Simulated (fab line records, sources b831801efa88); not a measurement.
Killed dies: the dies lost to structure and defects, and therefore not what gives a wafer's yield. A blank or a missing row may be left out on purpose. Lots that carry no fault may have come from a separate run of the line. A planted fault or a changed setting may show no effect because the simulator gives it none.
8D (eight disciplines) problem report, filled in by code    flow sky130    the parts of the form that need people (team, actions taken, sign-off) are left out

## 1. THE ISSUE
At SKY_METAL2_SPUTTER_01, chamber-pressure-pa averages 0.2830 Pa over 6 wafers from 2 lots, while fault-free wafers read 0.4000 Pa, standard deviation 0.00076. That is -99 or more standard deviations from the usual mean.
The step: material TiN, target thk 20 nm, time 16.7 s.
First seen on wafer L826.2, day 36 19:14, on pvd-sputter-04. The record has a number at this step for 18 wafers belonging to 6 lots. Rule for "out" (also "out of limits"): further than 4 standard deviations from the usual mean. The rest of the wafers with a number are treated as sound.

## 2. WHAT IT IS AND WHAT IT IS NOT
question                     is                                       is not
which readings at this step  chamber-pressure-pa, throttle-valve-pct  -
which lots                   L826, L828                               L820, L832, L833, L841
which wafers of those lots   all that have a number                   -
read on which tools          pvd-sputter-04                           pvd-sputter-01, pvd-sputter-03
when                         from day 36 19:14                        up to then (3 sound wafers); but 9 sound wafers of L832, L833, L841 came after

## 3. WHAT RULES OUT EACH SUSPECT
Counting: any tool at a process step up to the reading is kept as a suspect provided that every lot that is out went through it and no sound lot did after the first of them.
- cvd-w-01 at SKY_VIA1_CVD_21 (deposits W, target thk 270 nm, time 80.902 s): ruled out as a lasting fault. The sound lots L832 went through it after L826, its earliest lot that is out (day 36 18:38).
- cmp-01 at SKY_VIA1_CMP_24 (polishes, stops on SiO2, t overpolish 15 s, target thk 0 nm): ruled out as a lasting fault. The sound lots L833, L841 went through it after L826, its earliest lot that is out (day 36 19:01).
- pvd-sputter-04 at SKY_METAL2_SPUTTER_00 (material Ti, target thk 15 nm, time 10 s): ruled out as a lasting fault. The sound lots L841 went through it after L826, its earliest lot that is out (day 36 19:13).
- pvd-sputter-04 at SKY_METAL2_SPUTTER_01 (material TiN, target thk 20 nm, time 16.7 s): ruled out as a lasting fault. The sound lots L841 went through it after L826, its earliest lot that is out (day 36 19:14).
Left after counting: nothing in the record.

## 4. THE CAUSE (what the simulator had put in)
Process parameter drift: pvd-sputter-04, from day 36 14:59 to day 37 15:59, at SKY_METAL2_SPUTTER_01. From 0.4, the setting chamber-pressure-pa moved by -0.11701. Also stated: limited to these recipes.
Counting ruled it out, wrongly.

## 5. THE CHAIN OF EFFECTS, in route order
Each row: a reading where the mean over the struck wafers with a number is more than 3 standard deviations away from the usual. Readings are gone through only where the record gives a usual standard deviation; hours: the median, over the lots, of the time from a lot's start at the first step in this table giving one to that lot's start at this step; sigmas: the change measured in usual standard deviations.
hours  step                   reading              usual      on struck wafers  change   sigmas
0      SKY_METAL2_SPUTTER_01  chamber-pressure-pa  0.4000 Pa  0.2830            -0.1170  -99 or more
0      SKY_METAL2_SPUTTER_01  throttle-valve-pct   30.3 %     36.4              +6.1     +6.9
Process steps it contains:
- SKY_METAL2_SPUTTER_01: material TiN, target thk 20 nm, time 16.7 s.

## 6. WHAT WOULD HAVE CAUGHT IT SOONER
In this record the first reading out of limits was taken at day 36 19:14, 4 hours after the fault began at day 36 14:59.
